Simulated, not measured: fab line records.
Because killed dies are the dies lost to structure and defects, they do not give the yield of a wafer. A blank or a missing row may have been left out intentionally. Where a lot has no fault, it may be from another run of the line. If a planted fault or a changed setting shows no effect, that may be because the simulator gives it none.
Which of the tools did it? :: flow sfq-line :: at 1 step of a route of 325, 14 lots with 42 wafers sampled

WHAT THE GAUGES SHOWED, per wafer
No reading from a measuring or inspecting step in the record can be judged against a usual standard deviation.

WHAT TOOL EACH LOT RAN ON (gives the tool, then ch and the chambers of the sampled wafers, and finally the start)
lot: L529
SFQ_TRILAYER_I6_VIA_BARC_OPEN_VIA_ETCH_235: rie-diel-02 ch 0,1,3, day 75 21:37

lot: L530
SFQ_TRILAYER_I6_VIA_BARC_OPEN_VIA_ETCH_235: rie-diel-03 ch 0,1,2, day 76 02:37

lot: L531
SFQ_TRILAYER_I6_VIA_BARC_OPEN_VIA_ETCH_235: rie-diel-04 ch 0,2, day 76 08:23

lot: L532
SFQ_TRILAYER_I6_VIA_BARC_OPEN_VIA_ETCH_235: rie-diel-02 ch 0,1,2, day 76 11:03

lot: L533
SFQ_TRILAYER_I6_VIA_BARC_OPEN_VIA_ETCH_235: rie-diel-04 ch 0,2,3, day 76 15:51

lot: L534
SFQ_TRILAYER_I6_VIA_BARC_OPEN_VIA_ETCH_235: rie-diel-02 ch 0,1,3, day 76 18:15

lot: L536
SFQ_TRILAYER_I6_VIA_BARC_OPEN_VIA_ETCH_235: rie-diel-02 ch 1,2, day 77 00:15

lot: L537
SFQ_TRILAYER_I6_VIA_BARC_OPEN_VIA_ETCH_235: rie-diel-03 ch 1,3, day 80 19:24

lot: L539
SFQ_TRILAYER_I6_VIA_BARC_OPEN_VIA_ETCH_235: rie-diel-03 ch 0,2,3, day 81 03:48

lot: L540
SFQ_TRILAYER_I6_VIA_BARC_OPEN_VIA_ETCH_235: rie-diel-03 ch 0,1,2, day 81 07:32

lot: L547
SFQ_TRILAYER_I6_VIA_BARC_OPEN_VIA_ETCH_235: rie-diel-03 ch 1,2, day 84 06:35

lot: L548
SFQ_TRILAYER_I6_VIA_BARC_OPEN_VIA_ETCH_235: rie-diel-02 ch 0,1, day 85 07:16

lot: L549
SFQ_TRILAYER_I6_VIA_BARC_OPEN_VIA_ETCH_235: rie-diel-02 ch 0,2,3, day 85 16:52

lot: L550
SFQ_TRILAYER_I6_VIA_BARC_OPEN_VIA_ETCH_235: rie-diel-03 ch 1,3, day 85 20:28
- SFQ_TRILAYER_I6_VIA_BARC_OPEN_VIA_ETCH_235: etches BARC in O2, target depth 125 nm, time 41.7 s.

WHAT THE TOOLS THEMSELVES READ (means of the sampled wafers that have a number; where no wafer has one, the mark that the record gives instead)
SFQ_TRILAYER_I6_VIA_BARC_OPEN_VIA_ETCH_235.
lot: L529
tool: rie-diel-02
bias-w (W): 79.79
drypump-motor-current-A (A): 5.6
oes-product-au (a.u.): 0.685
rf-fwd-power-W (W): 497.0

lot: L530
tool: rie-diel-03
bias-w (W): 80.00
drypump-motor-current-A (A): 5.9
oes-product-au (a.u.): 0.686
rf-fwd-power-W (W): 492.1

lot: L531
tool: rie-diel-04
bias-w (W): 79.75
drypump-motor-current-A (A): 5.8
oes-product-au (a.u.): 0.687
rf-fwd-power-W (W): 494.1

lot: L532
tool: rie-diel-02
bias-w (W): 80.15
drypump-motor-current-A (A): 5.7
oes-product-au (a.u.): 0.685
rf-fwd-power-W (W): 494.6

lot: L533
tool: rie-diel-04
bias-w (W): 79.87
drypump-motor-current-A (A): 5.7
oes-product-au (a.u.): 0.692
rf-fwd-power-W (W): 494.6

lot: L534
tool: rie-diel-02
bias-w (W): 79.90
drypump-motor-current-A (A): 5.6
oes-product-au (a.u.): 0.687
rf-fwd-power-W (W): 495.6

lot: L536
tool: rie-diel-02
bias-w (W): 80.07
drypump-motor-current-A (A): 5.9
oes-product-au (a.u.): 0.688
rf-fwd-power-W (W): 495.5

lot: L537
tool: rie-diel-03
bias-w (W): 79.73
drypump-motor-current-A (A): 6.2
oes-product-au (a.u.): 0.684
rf-fwd-power-W (W): 495.4

lot: L539
tool: rie-diel-03
bias-w (W): 80.20
drypump-motor-current-A (A): 5.6
oes-product-au (a.u.): 0.682
rf-fwd-power-W (W): 574.4

lot: L540
tool: rie-diel-03
bias-w (W): 80.01
drypump-motor-current-A (A): 5.9
oes-product-au (a.u.): 0.689
rf-fwd-power-W (W): 574.2

lot: L547
tool: rie-diel-03
bias-w (W): 79.69
drypump-motor-current-A (A): 6.3
oes-product-au (a.u.): 0.681
rf-fwd-power-W (W): 494.8

lot: L548
tool: rie-diel-02
bias-w (W): 80.14
drypump-motor-current-A (A): 5.6
oes-product-au (a.u.): 0.681
rf-fwd-power-W (W): 496.1

lot: L549
tool: rie-diel-02
bias-w (W): 79.92
drypump-motor-current-A (A): 5.7
oes-product-au (a.u.): 0.689
rf-fwd-power-W (W): 495.9

lot: L550
tool: rie-diel-03
bias-w (W): 79.95
drypump-motor-current-A (A): 5.9
oes-product-au (a.u.): 0.684
rf-fwd-power-W (W): 496.6

THE ANSWER, worked out from the rows above alone
Rule: the usual values come from the lots themselves. Put in order of their means at a reading, lots are off if they are a third of the lots or fewer, leave a main group of 4 or more, and stand apart from it by a gap of 3 or more times the standard deviation of the main group's means; of several such gaps the widest counts. If all means in a main group match to the digits the tables above print for the reading, that group is not used. Also off: a lot with no number at a reading for which 4 or more lots have one. Where the step has rows for the other lots, those lots are counted as sound. The gauges are gone through in route order, then the tools' own readings, and for those a lot's mean is taken as printed above. The first step at which some lot is off is used, and at that step the reading that is off furthest; a lot without a number counts as furthest.
Off, at SFQ_TRILAYER_I6_VIA_BARC_OPEN_VIA_ETCH_235 on rf-fwd-power-W: L539, L540. Mean 495.2 W and standard deviation 1.2 in the main group.
If a tool, at that step or one of the process steps before it, ran each lot that is off and ran no sound lot following the first of them, it fits. No candidate that was tried fits.

WHAT HAD BEEN PUT IN BY THE SIMULATOR
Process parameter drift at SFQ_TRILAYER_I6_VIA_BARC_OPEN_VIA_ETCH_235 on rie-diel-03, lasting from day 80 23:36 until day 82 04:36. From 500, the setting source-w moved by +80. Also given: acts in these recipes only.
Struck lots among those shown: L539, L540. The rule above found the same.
